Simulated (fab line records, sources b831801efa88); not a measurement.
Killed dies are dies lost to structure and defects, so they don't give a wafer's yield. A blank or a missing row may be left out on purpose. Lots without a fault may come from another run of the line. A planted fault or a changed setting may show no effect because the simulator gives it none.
A struck lot beside a sound one | flow sky130 | 16 steps out of a route of 708
Sound: wafers L972.2, L972.5, L972.6. Struck: wafer L983.4. (L983.2, L983.5 of the same lot were not struck and are left out.) The cause comes at the end.
At each step with rows: each side's tool, then ch and its chambers, then its first start. Under that, the readings that differ: sound wafers | struck wafers | difference of the means | sigmas: that difference in standard deviations of wafers without a fault.
alike: readings whose means differ by less than 2 such deviations, and words and numbers that are the same on both sides. not compared: withheld readings, readings that some wafer has no value for, bounds like >300 that may hide the same value, and numbers for which the record gives no deviation and whose values overlap.
The two part at a step that has a row with sigmas, a row that says differs or no value, or rows on one side only. Numbers that don't overlap but have no deviation are shown without sigmas and don't part them. A reading that every wafer of one side lacks parts them only if that side has two wafers or more.

first, 1 step without rows for these wafers: SKY_FIELD_ISO_CVD_03 (deposits Si3N4 from DCS/NH3, target thk 165 nm, time 2830 s).
SKY_FIELD_ISO_THK_MEAS_04:
  sound on film_metro-02, day 1 20:13; struck on film_metro-04, day 4 07:52
  alike: FIELD_ISO_CVD_03_THK
then, 8 steps without rows for these wafers: SKY_FIELD_ISO_DEHYDRATE_05 (time 60 s); SKY_FIELD_ISO_HMDS_06 (prime time 60 s); SKY_FIELD_ISO_COAT_07 (resist thk 60 nm); SKY_FIELD_ISO_COAT_08 (resist thk 450 nm); SKY_FIELD_ISO_SOFTBAKE_09 (time 90 s); SKY_FIELD_ISO_EXPOSE_10 (exposes mask FOM, target cd 150 nm); SKY_FIELD_ISO_PEB_11; SKY_FIELD_ISO_DEVELOP_12 (develop time 60 s).
SKY_FIELD_ISO_CD_MEAS_13: target cd 150 nm.
  sound on cd_sem-01, day 2 10:55; struck on cd_sem-01, day 5 00:50
  alike: cd_nm
SKY_FIELD_ISO_ETCH_14: etches BARC in N2/H2, stops on SiO2, time 45.9 s, target depth 60 nm.
  sound on rie_diel-01 ch 1,2, day 2 11:01; struck on rie_diel-04 ch 0, day 5 00:56
  alike: drypump_motor_current_A, oes_product_au, throttle_valve_pct
  not compared: rf_hours_counter_h
SKY_FIELD_ISO_ETCH_15: etches the open film in CHF3/O2, stops on Si, target depth 180 nm, time 72 s.
  sound on rie_diel-01 ch 1,2, day 2 11:04; struck on rie_diel-04 ch 0, day 5 00:59
  reading                                          | sound             | struck | difference | sigmas
  oes_product_au (a.u.)                            | 0.945 0.948 0.945 | 0.909  | -0.037     | -6
  model.KrF-thick_of_FIELD_ISO_COAT_08.thk_nm (nm) | 236.3 236.8 235.5 | 257    | +21        |
  alike: chf3_flow_sccm, drypump_motor_current_A, throttle_valve_pct
  not compared: rf_hours_counter_h
SKY_FIELD_ISO_STRIP_16: strips in O2/N2.
  sound on plasma_asher-03 ch 0,1, day 2 11:07; struck on plasma_asher-03 ch 1, day 5 01:02
  reading                      | sound          | struck | difference | sigmas
  strip_time_to_endpoint_s (s) | 3.55 3.55 3.53 | 3.76   | +0.22      | +7
  alike: drypump_motor_current_A, oes_product_au
  not compared: rf_hours_counter_h
SKY_FIELD_ISO_ETCH_17: etches Si in HBr/Cl2/O2, target depth 342 nm, time 97.7 s.
  sound on rie_si-01 ch 0,2, day 2 11:13; struck on rie_si-02 ch 0, day 5 01:08
  reading                | sound                | struck | difference | sigmas
  throttle_valve_pct (%) | 25.666 25.672 25.656 | 25.642 | -0.023     | -2
  alike: drypump_motor_current_A, oes_product_au
  not compared: rf_hours_counter_h
-- the record jumps here: 44 days lie between the struck wafers' starts before and after (it left off in module FIELD_ISO and takes up again in module PAD_OPEN, whose first step shown is number 708 of the route) --
SKY_PAD_OPEN_PROBE_99:
  sound on prober-01, day 46 04:11; struck on prober-02, day 48 23:10
  reading         | sound | struck | difference | sigmas
  killed_at_M4_up | 3 4 2 | 8      | +5         | +3
  alike: killed_at_M0_to_M3, killed_at_contacts, killed_at_front_end, killed_at_other, killed_dies, killed_on_rim, killed_open, killed_short

WHERE THEY PART
First at SKY_FIELD_ISO_ETCH_15; last, within this record, at SKY_PAD_OPEN_PROBE_99.

WHY: what the simulator had put in
Process parameter drift: rie_diel-04, from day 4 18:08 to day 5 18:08, at SKY_FIELD_ISO_ETCH_15. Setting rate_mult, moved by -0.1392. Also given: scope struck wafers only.
